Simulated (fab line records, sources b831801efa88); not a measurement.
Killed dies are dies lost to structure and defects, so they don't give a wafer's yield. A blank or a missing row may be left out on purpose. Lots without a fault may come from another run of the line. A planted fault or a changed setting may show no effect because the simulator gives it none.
fab line records | flow gf180mcu | part 2 of 2: steps 28 to 37 of 37
record lots=5 wafers=15 last_day=33
route steps=602 shown HV_LDD@201 NSD@235
lots that met no fault: from a run of the same line without faults
start_h: hours from the record's first day to the start of the lot's first wafer shown | wait_h: hours since the lot's step before | " the same as in the row above | L1.1+2: a row that stands for several wafers | - no value, or no start given | * or withheld: withheld | < > ~ a bound
route shown NAME@n: a module of which the file shows steps, and the number in the route of the first | usual: mean/standard deviation of fault-free wafers | same: alike in all rows | chamber/n: place in a boat | sites: the reading at each site | _std_site: their standard deviation | _edge_site: outer sites' mean less inner sites' | radius_mm: how far each site lies from the wafer's centre | mask NAME#n: copy n | behind: the tool/chamber that last shaped the wafer | hold: why the lot was held/for how many hours/how that ended | device: the transistor (n, p or np) that didn't switch | end of line: the same wafers' tests at the end of the route | a step without rows: its recipe alone | killed: dies lost to structure and defects at the first sort, not the wafer's yield | map: a wafer's dies, x killed, . not, _ none there
set.NAME: the setting as run; set.NAME@STEP: as run at that earlier step | model.NAME: the simulator's own value behind a step, which no gauge read
lots at some steps of the route; a table a step, a row a wafer
services: from which hour (start_h, from the record's first day; less than 0 if before it) a tool's chamber was out of use, for how many hours, and why
## steps
# step GF_HV_LDD_RTA_52
# recipe temp_c=1000 time_s=10 ambient=N2
# usual lamp_power_pct=32.3/2.9 wafer_temp_C_max=1005.1/1.2
# columns lot.wafer tool chamber start_h wait_h lamp_power_pct wafer_temp_C_max
L075.1 rtp_anneal-02 0 287.15 0.0 35.7 1005.0
L075.3 " 0 " " 35.7 1004.8
L075.4 " 0 " " 35.7 1007.2
L078.1 rtp_anneal-02 0 300.52 0.0 35.7 1007.7
L078.5 " 0 " " 35.7 1006.0
L078.6 " 0 " " 35.7 1007.2
L085.2 rtp_anneal-02 0 357.88 0.0 35.8 1007.5
L085.5 " 0 " " 35.7 1006.2
L085.6 " 0 " " 35.7 1005.2
L088.1 rtp_anneal-02 0 388.72 0.0 35.6 1005.4
L088.2 " 0 " " 35.7 1005.4
L088.5 " 0 " " 35.7 1005.6
L089.2 rtp_anneal-01 0 403.91 0.0 29.8 1004.0
L089.4 " 0 " " 29.8 1004.5
L089.6 " 0 " " 29.8 1003.5
# step GF_HV_LDD_RS_MEAS_53
# recipe thk_meas_gauge=four-point-probe
# usual HV_LDD_RS=418.1/0.95
# columns lot.wafer tool chamber start_h wait_h HV_LDD_RS[ohm/sq]
L075.1 film_metro-02 - 287.21 0.1 418.9
L075.3 " - " " 419.1
L075.4 " - " " 418.8
L078.1 film_metro-02 - 300.59 0.1 418.3
L078.5 " - " " 417.8
L078.6 " - " " 418.5
L085.2 film_metro-03 - 357.96 0.1 417.5
L085.5 " - " " 417.2
L085.6 " - " " 417.9
L088.1 film_metro-01 - 388.79 0.1 417.7
L088.2 " - " " 417.8
L088.5 " - " " 419.0
L089.2 film_metro-03 - 403.98 0.1 418.0
L089.4 " - " " 418.5
L089.6 " - " " 418.8
# step GF_HV_LDD_CVD_54
# recipe material=SiO2 target_thk_nm=10 precursor=TEOS temp_c=680 time_s=75 pressure_mtorr=400
# usual spike_tc_top_C=698.2/1.2
# columns lot.wafer tool chamber start_h wait_h spike_tc_top_C
L075.1 lpcvd-02 1 287.33 0.1 700.5
L075.3 " 1 " " 697.8
L075.4 " 1 " " 700.5
L078.1 lpcvd-02 1 300.71 0.1 700.4
L078.5 " 1 " " 698.7
L078.6 " 1 " " 700.2
L085.2 lpcvd-02 0 358.33 0.4 698.1
L085.5 " 0 " " 697.9
L085.6 " 0 " " 699.2
L088.1 lpcvd-01 1 388.91 0.1 697.6
L088.2 " 1 " " 697.1
L088.5 " 1 " " 697.2
L089.2 lpcvd-02 0 404.08 0.1 697.5
L089.4 " 0 " " 699.6
L089.6 " 0 " " 698.8
# step GF_HV_LDD_THK_MEAS_55
# recipe reads=SiO2_of_HV_LDD_CVD_54
# usual HV_LDD_CVD_54_THK=10.05/0.16
# columns lot.wafer tool chamber start_h wait_h HV_LDD_CVD_54_THK[nm]
L075.1 film_metro-02 - 288.35 0.0 10.02
L075.3 " - " " 10.10
L075.4 " - " " 10.19
L078.1 film_metro-01 - 301.73 0.0 9.81
L078.5 " - " " 9.90
L078.6 " - " " 9.82
L085.2 film_metro-02 - 359.36 0.0 10.40
L085.5 " - " " 10.37
L085.6 " - " " 10.28
L088.1 film_metro-01 - 389.93 0.0 9.83
L088.2 " - " " 9.91
L088.5 " - " " 9.80
L089.2 film_metro-03 - 405.11 0.0 9.92
L089.4 " - " " 10.09
L089.6 " - " " 9.99
# step GF_HV_LDD_CVD_56
# recipe material=Si3N4 precursor=DCS/NH3 target_thk_nm=90 temp_c=770 time_s=1543 pressure_mtorr=250
# usual spike_tc_top_C=785.6/1.1
# columns lot.wafer tool chamber start_h wait_h spike_tc_top_C
L075.1 lpcvd-02 1 288.41 0.1 787.0
L075.3 " 1 " " 787.2
L075.4 " 1 " " 787.5
L078.1 lpcvd-01 0 301.79 0.1 785.7
L078.5 " 0 " " 784.5
L078.6 " 0 " " 786.0
L085.2 lpcvd-02 0 359.41 0.0 784.1
L085.5 " 0 " " 785.9
L085.6 " 0 " " 783.8
L088.1 lpcvd-01 0 389.99 0.1 787.8
L088.2 " 0 " " 786.7
L088.5 " 0 " " 785.0
L089.2 lpcvd-02 1 405.16 0.0 785.6
L089.4 " 1 " " 788.3
L089.6 " 1 " " 786.7
# step GF_HV_LDD_THK_MEAS_57
# recipe reads=Si3N4_of_HV_LDD_CVD_56
# usual HV_LDD_CVD_56_THK=89.9/0.7
# columns lot.wafer tool chamber start_h wait_h HV_LDD_CVD_56_THK[nm]
L075.1 film_metro-01 - 289.84 0.0 89.0
L075.3 " - " " 88.5
L075.4 " - " " 88.4
L078.1 film_metro-03 - 303.22 0.0 89.5
L078.5 " - " " 88.7
L078.6 " - " " 89.2
L085.2 film_metro-02 - 360.85 0.0 91.2
L085.5 " - " " 91.0
L085.6 " - " " 90.0
L088.1 film_metro-03 - 391.42 0.0 89.9
L088.2 " - " " 90.4
L088.5 " - " " 91.0
L089.2 film_metro-03 - 406.60 0.0 89.6
L089.4 " - " " 89.8
L089.6 " - " " 89.2
# step GF_HV_LDD_ETCHBACK_58
# recipe chemistry=CH3F/O2 target=Si3N4 stop_on=SiO2 source_w=400 bias_w=80 pressure_mtorr=25 ch3f_flow_sccm=40 O2_flow_sccm=30 time_s=100 target_depth_a=900
# usual ch3f_flow_sccm=40.00/0.12 drypump_motor_current_A=5.9/0.4 oes_product_au=0.842/0.0059 throttle_valve_pct=10.561/0.0094
# columns lot.wafer tool chamber start_h wait_h ch3f_flow_sccm drypump_motor_current_A oes_product_au rf_hours_counter_h throttle_valve_pct
L075.1 rie_diel-03 0 289.90 0.1 40.11 6.3 0.832 45 10.568
L075.3 " 1 " " 39.94 5.4 0.828 4 10.557
L075.4 " 2 " " 39.75 5.7 0.833 57 10.561
L078.1 rie_diel-04 1 303.28 0.1 39.93 5.6 0.845 44 10.544
L078.5 " 2 " " 40.14 6.3 0.830 - 10.553
L078.6 " 3 " " 39.89 5.7 0.835 - 10.559
L085.2 rie_diel-01 0 360.90 0.0 39.99 5.1 0.843 69 10.549
L085.5 " 3 " " 40.04 6.3 0.844 - 10.578
L085.6 " 2 " " 39.75 5.8 0.840 - 10.551
L088.1 rie_diel-04 1 391.48 0.1 40.10 5.6 0.835 47 10.580
L088.2 " 0 " " 39.75 5.8 0.848 30 10.569
L088.5 " 0 " " 39.96 5.8 0.841 - 10.561
L089.2 rie_diel-03 3 406.65 0.0 39.91 6.2 0.848 9 10.559
L089.4 " 0 " " 39.86 6.3 0.836 49 10.545
L089.6 " 3 " " 40.05 6.2 0.837 - 10.555
# step GF_NSD_DEHYDRATE_00
# recipe temp_c=200 time_s=60
# usual plate_temp_C=199.96/0.17
# columns lot.wafer tool chamber start_h wait_h plate_temp_C
L075.1 litho_track-03 0 299.06 9.1 199.85
L075.3 " 0 " " 199.92
L075.4 " 0 " " 199.59
L078.1 litho_track-02 0 312.29 9.0 199.76
L078.5 " 0 " " 199.82
L078.6 " 0 " " 199.86
L085.2 litho_track-02 0 371.51 10.6 199.72
L085.5 " 0 " " 199.84
L085.6 " 0 " " 199.95
L088.1 litho_track-03 0 401.41 9.9 199.87
L088.2 " 0 " " 200.02
L088.5 " 0 " " 200.02
L089.2 litho_track-03 0 417.98 11.3 199.98
L089.4 " 0 " " 200.07
L089.6 " 0 " " 199.96
# step GF_NSD_HMDS_01
# recipe prime_time_s=60 prime_temp_c=120
# columns lot.wafer tool chamber start_h wait_h
L075.1+3+4 litho_track-03 0 299.21 0.1
L078.1+5+6 litho_track-02 0 312.44 0.1
L085.2+5+6 litho_track-02 0 371.66 0.1
L088.1+2+5 litho_track-03 0 401.56 0.1
L089.2+4+6 litho_track-03 0 418.13 0.1
# step GF_NSD_COAT_02
# recipe resist=NOVOLAK spin_rpm=3000 resist_thk_nm=1000
# columns lot.wafer tool chamber start_h wait_h
L075.1+3+4 litho_track-03 0 299.36 0.1
L078.1+5+6 litho_track-02 0 312.59 0.1
L085.2+5+6 litho_track-02 0 371.81 0.1
L088.1+2+5 litho_track-03 0 401.71 0.1
L089.2+4+6 litho_track-03 0 418.28 0.1
## services
# columns tool chamber start_h hours kind
iline_stepper-01 - 240.60 0.6 repair
lpcvd-01 - 245.46 2.1 repair
implanter-03 - 255.09 4.4 pm
iline_stepper-01 - 265.00 5.2 repair
implanter-04 - 270.28 2.9 pm
rie_diel-04 1 277.92 3.9 repair
plasma_asher-04 - 293.83 0.4 repair
wet_bench-01 - 294.66 4.1 repair
implanter-01 - 299.58 3.1 repair
iline_stepper-01 - 303.93 4.4 pm
wet_bench-01 - 320.82 5.3 repair
rie_diel-03 2 325.02 2.4 repair
wet_bench-04 - 327.00 1.0 repair
rie_diel-03 1 328.42 13.2 repair
iline_stepper-01 - 340.40 1.7 pm
implanter-01 - 345.75 5.2 repair
rie_diel-03 2 355.37 14.3 repair
plasma_asher-03 - 362.47 0.9 repair
implanter-01 - 375.14 1.5 repair
lpcvd-02 - 380.24 11.0 repair
lpcvd-02 - 385.26 0.2 repair
wet_bench-04 - 390.71 1.2 repair
rtp_anneal-02 - 399.71 4.6 pm
implanter-04 - 399.79 1.5 repair
